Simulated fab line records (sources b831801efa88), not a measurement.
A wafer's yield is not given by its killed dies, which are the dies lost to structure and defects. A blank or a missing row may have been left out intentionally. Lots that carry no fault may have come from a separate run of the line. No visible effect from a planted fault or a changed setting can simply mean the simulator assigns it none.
Problem report, 8D (eight disciplines) form, completed by code | flow gf180mcu | the parts of the form that need people (team, actions taken, sign-off) are left out

## 1. THE PROBLEM
M2_ALCU_RS at GF_M2_RS_MEAS_05 reads a mean of 0.0651 ohm/sq on 6 wafers of 2 lots; wafers without a fault read 0.0691 ohm/sq with a standard deviation of 0.00078. That puts it -5.1 standard deviations away from the usual mean.
The step: measures by four-point-probe.
The first sign was on wafer L645.1 at day 24 04:46, on filmMetro-04. At this step, 36 wafers from 12 lots have a number in the record. Rule for "out", or "out of limits": more than 4 standard deviations from the usual mean. The other wafers with a number count as sound.

## 2. WHAT IT IS AND WHAT IT IS NOT
question                    | is                         | is not
which readings at this step | M2_ALCU_RS                 | -
which lots                  | L645, L646                 | L629, L630, L632, L633, L634, L635, L636, L638, L648, L651
which wafers of those lots  | all that have a number     | -
read on which gauges        | filmMetro-03, filmMetro-04 | filmMetro-02
when                        | from day 24 04:46          | up to then (24 sound wafers); but 6 sound wafers of L648, L651 came after

## 3. THE SUSPECTS, EACH WITH WHAT RULES IT OUT
Counting: a tool stays on the suspect list if, at a process step up to the reading, it processed all lots that are out and no sound lot following the first of them.
- the gauge at GF_M2_RS_MEAS_05: ruled out. 2 gauges (filmMetro-03, filmMetro-04) read the wafers that are out.
- pecvd-02 at GF_V1_CVD_02 (deposits SiO2 from TEOS, target thk 850 nm, time 94.851 s): ruled out as a lasting fault. Following L645 (day 23 03:46), the first lot on it that is out, the sound lots L648, L651 were run on it.
- pvdSputter-01 at GF_M2_SPUTTER_02 (material AlCu, target thk 450 nm, time 23.9 s): kept. All lots that are out passed through it, beginning with L645 at day 24 04:40, and no sound lot followed; its final sound lot before that point was L635 at day 20 16:07. Its own readings are out on those wafers: cathodeDcPowerW.
After counting, what remains is pvdSputter-01 at GF_M2_SPUTTER_02.

## 4. THE CAUSE (what the simulator had put in)
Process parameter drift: pvdSputter-01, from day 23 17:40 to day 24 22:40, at GF_M2_SPUTTER_02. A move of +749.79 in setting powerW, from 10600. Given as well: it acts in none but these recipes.
After counting, this tool was the only one left.

## 5. SEQUENCE OF EFFECTS, ordered by route
Each row: a reading whose mean over the struck wafers that have a number lies more than 3 standard deviations from the usual. Readings are gone through only where the record gives a usual standard deviation; hours: the median, over the lots, of the time from a lot's start at the first step in this table giving one to that lot's start at this step; sigmas: the change measured in usual standard deviations.
hours | step              | reading         | usual         | on struck wafers | change  | sigmas
0     | GF_M2_SPUTTER_02  | cathodeDcPowerW | 10600 W       | 11349            | +749    | +99 or more
0     | GF_M2_RS_MEAS_05  | M2_ALCU_RS      | 0.0691 ohm/sq | 0.0651           | -0.0040 | -5.1
0     | GF_M2_THK_MEAS_06 | M2_ALCU_THK     | 444 nm        | 471              | +27     | +5.0
Process steps it contains:
- GF_M2_SPUTTER_02: material AlCu, target thk 450 nm, time 23.9 s.

## 6. HOW IT WOULD HAVE BEEN CAUGHT EARLIER
Counted from the fault's start at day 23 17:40, it took 11 hours until the first out-of-limits reading at a measuring or inspecting step in this record, taken at day 24 04:46.
Tool's own readings at GF_M2_SPUTTER_02, cathodeDcPowerW: out on all struck wafers the step has rows for; an alarm limit on them would have tripped on the first.
Of the lots that are out (2), L646 began GF_M2_SPUTTER_02 on pvdSputter-01 after day 24 04:46. Putting the tool on hold at that point would have spared it.
